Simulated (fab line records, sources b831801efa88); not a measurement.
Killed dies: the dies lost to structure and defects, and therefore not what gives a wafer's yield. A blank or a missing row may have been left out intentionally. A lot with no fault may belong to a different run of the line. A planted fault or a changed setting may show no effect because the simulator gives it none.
2 desks looking at one fault -- flow sky130 -- numbers are kept per desk, each desk with only its own; the story behind them comes last

== DESK OF THE TOOL OWNER: implanter-04 ==
The tool's own readings at SKY_NWELL_IMPLANT_24, given as means over the sampled wafers that have a number, one for each lot that went through this tool. The brackets show how far a lot's mean lies from the usual mean; more than 4 standard deviations puts the lot out of limits, marked OUT.
Columns: A = beamEnergyKeV at SKY_NWELL_IMPLANT_24, usual 139.99; B = doseIonsCm2 at SKY_NWELL_IMPLANT_24, usual 9.202e+12; C = faradayCurrentUA at SKY_NWELL_IMPLANT_24, usual 51.8
lot,first seen here,A,B,C
L544,day 6 07:28,140.01,9.209e+12,50.9
L545,day 6 10:52,140.04,9.212e+12,50.7
L549,day 7 10:44,139.97,9.197e+12,52.2
L556,day 9 07:56,140.00,1.344e+13 (+99 or more) OUT,77.9 (+24) OUT
L558,day 10 01:41,140.00,1.345e+13 (+99 or more) OUT,76.0 (+22) OUT
This desk finds L556, L558 out of limits, L556 being first, at day 9 07:56 (doseIonsCm2 at SKY_NWELL_IMPLANT_24). L544, L545, L549: within limits.

== AT THE METROLOGY DESK ==
What the gauges read, lot by lot, whatever tool the lot ran on: means of the sampled wafers that have a number. The brackets show how far a lot's mean lies from the usual mean; more than 4 standard deviations puts the lot out of limits, marked OUT.
Columns: A = INCOMING_BOW at SKY_FIELD_ISO_BOW_MEAS_00, usual 0 um; B = NWELL_2_TW at SKY_NWELL_TW_MEAS_26, usual 495.1; C = VT_ADJUST_LVTN_TW at SKY_VT_ADJUST_LVTN_TW_MEAS_10, usual 240.9
lot,first seen here,A,B,C
L540,day 1 10:01,3,496.0,242.9
L541,day 1 15:01,2,497.1,240.0
L542,day 1 20:02,-1,497.2,241.0
L544,day 2 06:01,2,494.5,240.6
L545,day 2 11:01,6,493.9,240.1
L547,day 2 21:02,-7,494.7,241.3
L549,day 3 07:00,-1,495.3,240.0
L556,day 4 18:00,8,554.0 (+27) OUT,241.6
L558,day 5 04:00,-3,558.3 (+29) OUT,240.4
L560,day 5 14:00,-4,493.1,240.4
L561,day 5 19:02,5,495.0,241.8
L563,day 6 05:00,-1,498.6,241.8
Finding of this desk: L556, L558 out of limits, first seen on L556 at day 9 08:11 (NWELL_2_TW at SKY_NWELL_TW_MEAS_26). L540, L541, L542, L544, L545, L547, L549, L560, L561, L563: within limits.

== BROUGHT TOGETHER ==
At day 9 07:56, on L556, L558, the tool owner's desk was in a position to raise an alarm.
An alarm was possible from the metrology desk at day 9 08:11, on L556, L558.
On implanter-04, each named lot ran SKY_NWELL_IMPLANT_24.

== WHAT WAS PUT IN BY THE SIMULATOR ==
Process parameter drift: implanter-04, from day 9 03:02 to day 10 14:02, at SKY_NWELL_IMPLANT_24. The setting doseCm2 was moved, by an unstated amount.
Struck lots among those shown: L556, L558.
Time in hours from fault onset to the first out-of-limits reading at each desk: tool owner's desk 5, metrology desk 5.
